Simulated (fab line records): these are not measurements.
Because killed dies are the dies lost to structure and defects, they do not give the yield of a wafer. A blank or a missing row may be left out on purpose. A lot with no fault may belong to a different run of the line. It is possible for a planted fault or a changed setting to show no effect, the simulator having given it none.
fab line records -- flow sky130
record lots=7, wafers=21, last-day=50
route steps=708 shown LDD_HVP@288 LDD_LDN@289
lots that met no fault: from a run of the same line without faults
start-h: hours from the record's first day to the start of the lot's first wafer shown -- wait-h: hours since the lot's step before -- " the same as in the row above -- L1.1+2: several wafers, shown together as one row -- - either no value or no given start -- * or withheld: withheld -- < > ~ a bound
route shown NAME@n: NAME is a module with steps in the file, n the number in the route of the first one -- usual: mean/standard deviation taken from wafers without a fault -- same: alike in all rows -- chamber/n: place in a boat -- sites: per-site readings -- _std_site: the standard deviation of these -- _edge_site: outer sites' mean less inner sites' -- radius-mm: how far each site lies from the wafer's centre -- mask NAME#n: copy n -- behind: the most recent tool/chamber to have shaped the wafer -- hold: cause of the lot's hold/its duration in hours/its outcome -- device: the n, p or np transistor that did not switch -- end of line: the tests these same wafers got at the end of their route -- a step without rows: its recipe alone -- killed: count of dies lost to structure and defects at first sort (not the wafer's yield) -- map: a wafer's dies, marking killed ones x, the rest . and places with no die _
set.NAME: the run value of the setting; set.NAME@STEP: its run value at that earlier step -- model.NAME: the simulator's own value behind a step, which no gauge read
certain route steps with their lots: each step a table, each wafer a row
services: from which hour (start-h, from the record's first day; less than 0 if before it) a tool's chamber was out of use, for how many hours, and why
## steps
# step SKY_LDD_HVP_TW_MEAS_10
# usual LDD_HVP_TW=460/3.7
lot.wafer,tool,chamber,start-h,wait-h,LDD_HVP_TW
L872.3,film-metro-04,-,525.17,0.1,460
L872.4,film-metro-04,-,525.17,0.1,461
L872.6,film-metro-04,-,525.17,0.1,462
L880.1,film-metro-04,-,597.56,0.1,463
L880.2,film-metro-04,-,597.56,0.1,464
L880.6,film-metro-04,-,597.56,0.1,463
L881.3,film-metro-04,-,599.52,0.1,465
L881.4,film-metro-04,-,599.52,0.1,463
L881.5,film-metro-04,-,599.52,0.1,462
L882.1,film-metro-01,-,610.45,0.1,458
L882.4,film-metro-01,-,610.45,0.1,460
L882.5,film-metro-01,-,610.45,0.1,458
L884.3,film-metro-04,-,629.72,0.1,463
L884.4,film-metro-04,-,629.72,0.1,465
L884.5,film-metro-04,-,629.72,0.1,462
L886.3,film-metro-03,-,652.37,0.1,454
L886.4,film-metro-03,-,652.37,0.1,455
L886.5,film-metro-03,-,652.37,0.1,456
L888.2,film-metro-04,-,655.16,0.1,461
L888.5,film-metro-04,-,655.16,0.1,466
L888.6,film-metro-04,-,655.16,0.1,464
# step SKY_LDD_LDN_DEHYDRATE_00
# recipe temp-c=200, time-s=60
# step SKY_LDD_LDN_HMDS_01
# recipe prime-time-s=60, prime-temp-c=120
# step SKY_LDD_LDN_COAT_02
# recipe resist=NOVOLAK, spin-rpm=3000, resist-thk-nm=1140
# step SKY_LDD_LDN_SOFTBAKE_03
# recipe temp-c=90, time-s=60, resist=NOVOLAK
# step SKY_LDD_LDN_EXPOSE_04
# recipe mask-id=LDNTM, na=0.6, source-shape=conventional, sigma-outer=0.6, polarization=unpolarized, target-cd-nm=700, dose-mj=140
# step SKY_LDD_LDN_PEB_05
# recipe temp-c=withheld, time-s=*, resist=NOVOLAK
# step SKY_LDD_LDN_DEVELOP_06
# recipe resist=NOVOLAK, developer=TMAH, develop-time-s=60, dev-temp-c=23.87
# step SKY_LDD_LDN_OVL_MEAS_07
# usual LDD_LDN_OVL=1.2/1.4
lot.wafer,tool,chamber,start-h,wait-h,LDD_LDN_OVL[nm]
L872.3,overlay-01,-,554.96,0.1,0.9
L872.4,overlay-01,-,554.96,0.1,0.2
L872.6,overlay-01,-,554.96,0.1,0.3
L880.1,overlay-01,-,626.02,0.1,3.6
L880.2,overlay-01,-,626.02,0.1,0.9
L880.6,overlay-01,-,626.02,0.1,1.4
L881.3,overlay-02,-,628.21,0.1,0.3
L881.4,overlay-02,-,628.21,0.1,1.4
L881.5,overlay-02,-,628.21,0.1,0.3
L882.1,overlay-01,-,639.35,0.1,1.6
L882.4,overlay-01,-,639.35,0.1,2.0
L882.5,overlay-01,-,639.35,0.1,1.4
L884.3,overlay-01,-,658.41,0.1,1.6
L884.4,overlay-01,-,658.41,0.1,1.5
L884.5,overlay-01,-,658.41,0.1,0.3
L886.3,overlay-01,-,680.63,0.1,2.8
L886.4,overlay-01,-,680.63,0.1,3.5
L886.5,overlay-01,-,680.63,0.1,3.1
L888.2,overlay-01,-,683.41,0.1,0.0
L888.5,overlay-01,-,683.41,0.1,-0.3
L888.6,overlay-01,-,683.41,0.1,0.7
# step SKY_LDD_LDN_IMPLANT_08
# recipe species=As, energy-kev=15, dose-cm2=1.25e+13, tilt-deg=withheld, rotation-deg=23
# step SKY_LDD_LDN_IMPLANT_09
# recipe species=As, energy-kev=14.84, dose-cm2=1.25e+13, tilt-deg=withheld, rotation-deg=113
# step SKY_LDD_LDN_IMPLANT_10
# recipe species=As, energy-kev=15, dose-cm2=1.25e+13, tilt-deg=withheld, rotation-deg=203
# step SKY_LDD_LDN_IMPLANT_11
# recipe species=As, energy-kev=15, dose-cm2=1.25e+13, tilt-deg=withheld, rotation-deg=293
# usual beam-energy-keV=15.000/0.0045, beam-on-s=10.00/0.21
lot.wafer,tool,chamber,start-h,wait-h,beam-energy-keV,beam-on-s
L872.3,implanter-04,0,555.48,0.1,15.003,9.85
L872.4,implanter-04,0,555.48,0.1,14.996,10.15
L872.6,implanter-04,0,555.48,0.1,14.992,9.90
L880.1,implanter-04,-,626.50,0.1,-,-
L880.2,implanter-04,-,626.50,0.1,-,-
L880.6,implanter-04,-,626.50,0.1,-,-
L881.3,implanter-03,-,628.74,0.1,-,-
L881.4,implanter-03,-,628.74,0.1,-,-
L881.5,implanter-03,-,628.74,0.1,-,-
L882.1,implanter-03,-,639.84,0.1,-,-
L882.4,implanter-03,-,639.84,0.1,-,-
L882.5,implanter-03,-,639.84,0.1,-,-
L884.3,implanter-01,0,658.94,0.1,14.993,9.76
L884.4,implanter-01,0,658.94,0.1,15.000,10.11
L884.5,implanter-01,0,658.94,0.1,14.992,10.13
L886.3,implanter-04,0,684.43,0.1,15.000,10.12
L886.4,implanter-04,0,684.43,0.1,14.996,10.00
L886.5,implanter-04,0,684.43,0.1,14.998,10.24
L888.2,implanter-04,0,685.00,0.1,15.010,9.97
L888.5,implanter-04,0,685.00,0.1,15.002,10.25
L888.6,implanter-04,0,685.00,0.1,14.999,9.97
# step SKY_LDD_LDN_STRIP_12
# recipe chemistry=O2/N2, power-w=1400, pressure-mtorr=1500, platen-temp-c=withheld, o2-flow-sccm=3000, n2-flow-sccm=300, overash-fraction=0.5
# usual drypump-motor-current-A=5.6/0.52, oes-product-au=0.715/0.0044, strip-time-to-endpoint-s=14.18/0.044
lot.wafer,tool,chamber,start-h,wait-h,drypump-motor-current-A,oes-product-au,rf-hours-counter-h,strip-time-to-endpoint-s
L872.3,plasma-asher-01,0,555.61,0.1,4.9,0.711,-,14.15
L872.4,plasma-asher-01,1,555.61,0.1,6.1,0.717,-,14.14
L872.6,plasma-asher-01,1,555.61,0.1,6.1,0.713,-,14.20
L880.1,plasma-asher-02,1,626.65,0.1,5.6,0.718,20,14.13
L880.2,plasma-asher-02,0,626.65,0.1,4.9,0.717,20,14.12
L880.6,plasma-asher-02,1,626.65,0.1,5.6,0.720,-,14.10
L881.3,plasma-asher-02,1,628.87,0.1,5.5,0.719,-,14.15
L881.4,plasma-asher-02,0,628.87,0.1,5.0,0.717,-,14.09
L881.5,plasma-asher-02,1,628.87,0.1,5.5,0.714,-,14.13
L882.1,plasma-asher-02,1,639.99,0.1,5.5,0.713,22,14.19
L882.4,plasma-asher-02,0,639.99,0.1,4.9,0.716,-,14.24
L882.5,plasma-asher-02,1,639.99,0.1,5.5,0.722,-,14.26
L884.3,plasma-asher-02,0,659.07,0.1,5.0,0.717,-,14.25
L884.4,plasma-asher-02,1,659.07,0.1,5.5,0.708,-,14.25
L884.5,plasma-asher-02,1,659.07,0.1,5.6,0.713,-,14.21
L886.3,plasma-asher-01,0,684.56,0.1,4.9,0.719,-,14.18
L886.4,plasma-asher-01,1,684.56,0.1,6.1,0.720,-,14.20
L886.5,plasma-asher-01,0,684.56,0.1,4.9,0.712,-,14.19
L888.2,plasma-asher-03,1,685.13,0.1,5.9,0.717,100,14.23
L888.5,plasma-asher-03,1,685.13,0.1,5.9,0.714,-,14.17
L888.6,plasma-asher-03,0,685.13,0.1,6.0,0.717,-,14.13
# step SKY_LDD_LDN_TW_MEAS_13
# usual LDD_LDN_TW=1475/18
lot.wafer,tool,chamber,start-h,wait-h,hold,LDD_LDN_TW
L872.3,film-metro-03,-,555.70,0.1,-,1472
L872.4,film-metro-03,-,555.70,0.1,-,1469
L872.6,film-metro-03,-,555.70,0.1,-,1472
L880.1,film-metro-03,-,626.75,0.1,await-dispo/0.2h/release,1342
L880.2,film-metro-03,-,626.75,0.1,await-dispo/0.2h/release,1350
L880.6,film-metro-03,-,626.75,0.1,await-dispo/0.2h/release,1340
L880.1,film-metro-03,-,626.98,0.2,-,1344
L880.2,film-metro-03,-,626.98,0.2,-,1343
L880.6,film-metro-03,-,626.98,0.2,-,1341
L881.3,film-metro-04,-,628.96,0.1,await-dispo/0.2h/release,1385
L881.4,film-metro-04,-,628.96,0.1,await-dispo/0.2h/release,1380
L881.5,film-metro-04,-,628.96,0.1,await-dispo/0.2h/release,1376
L881.3,film-metro-04,-,629.28,0.3,-,1380
L881.4,film-metro-04,-,629.28,0.3,-,1377
L881.5,film-metro-04,-,629.28,0.3,-,1384
L882.1,film-metro-02,-,640.09,0.1,await-dispo/0.2h/release,1344
L882.4,film-metro-02,-,640.09,0.1,await-dispo/0.2h/release,1340
L882.5,film-metro-02,-,640.09,0.1,await-dispo/0.2h/release,1340
L882.1,film-metro-02,-,640.31,0.2,-,1339
L882.4,film-metro-02,-,640.31,0.2,-,1344
L882.5,film-metro-02,-,640.31,0.2,-,1338
L884.3,film-metro-03,-,659.16,0.1,-,1477
L884.4,film-metro-03,-,659.16,0.1,-,1477
L884.5,film-metro-03,-,659.16,0.1,-,1476
L886.3,film-metro-03,-,684.65,0.1,-,1483
L886.4,film-metro-03,-,684.65,0.1,-,1474
L886.5,film-metro-03,-,684.65,0.1,-,1475
L888.2,film-metro-03,-,685.24,0.1,-,1473
L888.5,film-metro-03,-,685.24,0.1,-,1480
L888.6,film-metro-03,-,685.24,0.1,-,1471
## services
tool,chamber,start-h,hours,kind
plasma-asher-02,-,544.48,4.2,repair
implanter-03,-,557.72,2.2,repair
implanter-01,-,573.25,3.6,pm
implanter-03,-,575.96,3.6,repair
implanter-03,-,653.20,3.7,pm
implanter-04,-,667.07,15.7,repair
implanter-03,-,675.83,10.9,pm
plasma-asher-02,-,681.87,14.6,pm
## key
first-sign step=SKY_LDD_LDN_IMPLANT_11, reading=tool-record, direction=missing
effect step=SKY_LDD_LDN_TW_MEAS_13, reading=visit, direction=added
effect step=SKY_LDD_LDN_TW_MEAS_13, reading=LDD_LDN_TW, direction=down, sigmas=6.8, usual=1475, struck=1355
met-at SKY_LDD_LDN_IMPLANT_11
struck-wafers L880.1,L880.2,L880.6,L881.3,L881.4,L881.5,L882.1,L882.4,L882.5
later-rows-left-out L880.1,L880.2,L880.6,L881.3,L881.4,L881.5,L882.1,L882.4,L882.5
sort-left-out L880.1,L880.2,L880.6,L881.3,L881.4,L881.5,L882.1,L882.4,L882.5
tester-left-out L880,L881,L882
onset-between 555.48 626.50
fault kind=skipped-step-whole, tool=implanter-03,implanter-04, chamber=-, onset-h=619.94, steps=SKY_LDD_LDN_IMPLANT_11, scope=struck-lots-only
# tester-left-out: of these lots the tester's yield and bins aren't shown, on N5 and GAA mostly nor the transistor test; their killed dies are dies lost to structure and defects alone, not to doping, threshold or leakage, so they don't give the yield
# sort-left-out: the simulated sort isn't trusted on such a fault, so these wafers' sort isn't shown, and their yield isn't known
# later-rows-left-out: the simulator's readings of these wafers behind a module that went badly wrong aren't trusted and aren't shown, but for the sort
